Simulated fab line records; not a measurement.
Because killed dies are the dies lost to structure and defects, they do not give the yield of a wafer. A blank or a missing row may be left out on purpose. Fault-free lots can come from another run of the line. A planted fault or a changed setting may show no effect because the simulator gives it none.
Which tool is to blame? + flow gf180mcu + 18 wafers from 6 lots sampled at 2 of the route's 602 steps

== WHAT THE GAUGES READ, wafer by wafer ==
GF_M1_CD_MEAS_14: the cd target is 230 nm.
| lot  | measured     | on        | cd nm (nm)        |
|------|--------------|-----------|-------------------|
| L143 | day 17 13:58 | cd sem-01 | 230.1 231.8 230.5 |
| L146 | day 18 19:31 | cd sem-01 | 229.2 230.2 230.0 |
| L153 | day 21 14:26 | cd sem-02 | 148.1 134.2 197.1 |
| L159 | day 23 10:11 | cd sem-01 | 230.5 230.4 229.8 |
| L161 | day 23 23:29 | cd sem-02 | 231.7 231.7 232.3 |
| L164 | day 24 19:23 | cd sem-01 | 229.8 229.7 230.0 |

== TOOL THAT RAN EACH LOT (tool first, then ch and the chambers of the sampled wafers, then the start) ==
| lot  | GF_M1_EXPOSE_11                   |
|------|-----------------------------------|
| L143 | krf scanner-02 ch 0, day 17 02:43 |
| L146 | krf scanner-02 ch 0, day 18 07:37 |
| L153 | krf scanner-01 ch 0, day 21 02:22 |
| L159 | krf scanner-02 ch 0, day 22 22:26 |
| L161 | krf scanner-02 ch 0, day 23 12:04 |
| L164 | krf scanner-01 ch 0, day 24 08:22 |
- GF_M1_EXPOSE_11: exposes mask Metal1, target cd 230 nm.

== THE ANSWER, worked out from the rows above alone ==
Rule: the lots themselves supply what counts as usual. Put in order of their means at a reading, lots are off if they are a third of the lots or fewer, leave a main group of 4 or more, and stand apart from it by a gap of 3 or more times the standard deviation of the main group's means; of several such gaps the widest counts. Not used: any main group whose means are identical at the precision the tables above print for the reading. Also off: a lot with no number at a reading for which 4 or more lots have one. Any other lot the step has rows for is counted as sound.
Off, at GF_M1_CD_MEAS_14 on cd nm: L153. The main group has a mean of 230.5 nm with a standard deviation of 0.78.
A tool fits if, at a process step before that reading, it ran every lot that is off, and no sound lot after the first of them. The gauges at GF_M1_CD_MEAS_14 are tried like those tools. Not one of the candidates tried fits.

== WHAT THE SIMULATOR HAD INSERTED ==
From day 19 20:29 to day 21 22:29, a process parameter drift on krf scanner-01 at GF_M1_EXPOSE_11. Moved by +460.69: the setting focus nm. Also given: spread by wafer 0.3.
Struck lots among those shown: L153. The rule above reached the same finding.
